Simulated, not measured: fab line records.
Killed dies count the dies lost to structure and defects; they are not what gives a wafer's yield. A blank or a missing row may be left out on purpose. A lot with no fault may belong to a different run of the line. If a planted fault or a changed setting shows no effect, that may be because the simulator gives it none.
Code-filled problem report in 8D (eight disciplines) form + flow sfq_line + the parts of the form that need people (team, actions taken, sign-off) are left out

== 1. WHAT WENT WRONG ==
At SFQ_TRILAYER_I2_VIA_BARC_OPEN_VIA_ETCH_096, oes_product_au averages 0.896 a.u. over 3 wafers from 2 lots, while fault-free wafers read 0.685 a.u., standard deviation 0.005. That is +42 standard deviations from the usual mean.
The step: etches BARC in O2, target depth 125 nm, time 41.7 s.
First observed at day 30 22:58: wafer L102.1, on rie_diel-03. Wafers with a number at this step in the record: 42, from 14 lots. The rule behind "out" and "out of limits": a value lying over 4 standard deviations away from the usual mean. All remaining wafers that have a number are taken as sound.

== 2. WHAT THIS IS AND IS NOT ==
| question                    | is                           | is not                                                                                                         |
|-----------------------------|------------------------------|----------------------------------------------------------------------------------------------------------------|
| which readings at this step | oes_product_au, run_length_s | drypump_motor_current_A                                                                                        |
| which lots                  | L102, L103                   | L100, L105, L109, L110, L111, L112, L113, L114, L991, L992, L994, L998                                         |
| which wafers of those lots  | L102.1, L102.5, L103.1       | L102.4, L103.2, L103.3                                                                                         |
| read on which tools         | rie_diel-03                  | rie_diel-02, rie_diel-04                                                                                       |
| when                        | from day 30 22:58            | up to then (16 sound wafers); but 23 sound wafers of L103, L105, L109, L110, L111, L112, L113, L114 came after |

== 3. SUSPECTS, AND WHAT RULES EACH OUT ==
Counting: any tool at a process step up to the reading remains a suspect provided it ran every lot that is out. Sound lots after the first of them don't rule it out here, since some wafers of a struck lot are sound.
- rie_diel-03 at SFQ_TRILAYER_I2_VIA_BARC_OPEN_VIA_ETCH_096 (etches BARC in O2, target depth 125 nm, time 41.7 s): kept. It ran every lot that is out, first L102 (day 30 22:58); its last sound lot up to then is L100 (day 29 07:50). On those wafers its own readings are out: oes_product_au, run_length_s.
- At SFQ_TRILAYER_I2_VIA_BARC_OPEN_VIA_ETCH_096, inside rie_diel-03: chamber 2 took the wafers that are out, while their sound lot-mates went through chambers 0, 1.
After counting, what remains is rie_diel-03 at SFQ_TRILAYER_I2_VIA_BARC_OPEN_VIA_ETCH_096.

== 4. THE CAUSE (what the simulator had put in) ==
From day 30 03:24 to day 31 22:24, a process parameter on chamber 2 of rie_diel-03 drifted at SFQ_TRILAYER_I2_VIA_BARC_OPEN_VIA_ETCH_096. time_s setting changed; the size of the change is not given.
After counting, this tool was the only one left.

== 5. THE EFFECT CHAIN, in route order ==
Each row: a reading whose mean over the struck wafers that have a number lies more than 3 standard deviations from the usual. Readings are gone through only where the record gives a usual standard deviation; hours: the median, over the lots, of the time from a lot's start at the first step in this table giving one to that lot's start at this step; sigmas: the change measured in usual standard deviations.
| hours | step                                       | reading        | usual      | on struck wafers | change | sigmas |
|-------|--------------------------------------------|----------------|------------|------------------|--------|--------|
| 0     | SFQ_TRILAYER_I2_VIA_BARC_OPEN_VIA_ETCH_096 | oes_product_au | 0.685 a.u. | 0.896            | +0.211 | +42    |
| 0     | SFQ_TRILAYER_I2_VIA_BARC_OPEN_VIA_ETCH_096 | run_length_s   | 70.0 s     | 57.9             | -12.1  | -25    |
It contains these process steps:
- SFQ_TRILAYER_I2_VIA_BARC_OPEN_VIA_ETCH_096: etches BARC in O2, target depth 125 nm, time 41.7 s.
Later steps that measure or inspect, where all struck wafers having a row at the step show a number for every such reading and not one has moved that far: SFQ_I7_BOW_MEAS_946.

== 6. WHAT WOULD HAVE CAUGHT IT SOONER ==
First out-of-limits reading in this record: day 30 22:58, which is 20 hours after fault onset at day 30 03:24.
